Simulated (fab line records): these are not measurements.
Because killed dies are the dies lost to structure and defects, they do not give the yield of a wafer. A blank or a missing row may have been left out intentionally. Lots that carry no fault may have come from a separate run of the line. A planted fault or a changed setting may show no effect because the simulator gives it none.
8D (eight disciplines) problem report, filled in by code + flow gf180mcu + the parts of the form that need people (team, actions taken, sign-off) are left out

1. PROBLEM STATEMENT
Wafers without a fault read 540.6 s with a standard deviation of 3, while runLengthS at GF_STI_WET_ETCH_17 averages 985.7 s across 3 wafers of 1 lot. So: +99 or more standard deviations from the usual mean.
The step: etches Si3N4 in H3PO4, target depth 45 nm, time 514 s.
First observed at day 5 04:44: wafer L319.1, on wetBench-04. The record holds 39 wafers of 13 lots with a number at this step. The rule behind "out" and "out of limits": a value lying over 4 standard deviations away from the usual mean. The other wafers with a number count as sound.

2. WHAT IT IS AND WHAT IT IS NOT
| question                    | is                     | is not                                                                                 |
|-----------------------------|------------------------|----------------------------------------------------------------------------------------|
| which readings at this step | runLengthS             | -                                                                                      |
| which lots                  | L319                   | L308, L309, L310, L312, L313, L314, L315, L317, L324, L325, L326, L328                 |
| which wafers of those lots  | all that have a number | -                                                                                      |
| read on which tools         | wetBench-04            | wetBench-01, wetBench-02                                                               |
| when                        | from day 5 04:44       | up to then (24 sound wafers); but 12 sound wafers of L324, L325, L326, L328 came after |

3. THE SUSPECTS, EACH WITH WHAT RULES IT OUT
Counting: a tool stays on the suspect list if, at a process step up to the reading, it processed all lots that are out and no sound lot following the first of them.
- wetBench-04 at GF_STI_WET_ETCH_17 (etches Si3N4 in H3PO4, target depth 45 nm, time 514 s): kept. It ran the lot that is out, L319 (day 5 04:44), and no sound lot after that; its last sound lot up to then is L317 (day 4 15:53). Its own readings are out on those wafers: runLengthS.
The count leaves wetBench-04 at GF_STI_WET_ETCH_17.

4. THE CAUSE (what the simulator had put in)
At GF_STI_WET_ETCH_17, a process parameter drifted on wetBench-04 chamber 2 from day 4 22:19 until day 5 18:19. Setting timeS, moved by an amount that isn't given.
After counting, this tool was the only one left.

5. THE CHAIN OF EFFECTS, in route order
One row per reading whose mean, taken over the struck wafers that have a number, lies over 3 standard deviations from the usual. Readings are gone through only where the record gives a usual standard deviation; hours: the median, over the lots, of the time from a lot's start at the first step in this table giving one to that lot's start at this step; sigmas: the change measured in usual standard deviations.
| hours | step               | reading    | usual   | on struck wafers | change | sigmas      |
|-------|--------------------|------------|---------|------------------|--------|-------------|
| 0     | GF_STI_WET_ETCH_17 | runLengthS | 540.6 s | 985.7            | +445.1 | +99 or more |
Process steps it contains:
- GF_STI_WET_ETCH_17: etches Si3N4 in H3PO4, target depth 45 nm, time 514 s.
At these later measuring or inspecting steps, every struck wafer for which the step has a row has a number for every such reading, and none has moved that far: GF_V1_BOW_MEAS_05.

6. WHAT WOULD HAVE CAUGHT IT SOONER
In this record the first reading out of limits was taken at day 5 04:44, 6 hours after the fault began at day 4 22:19.
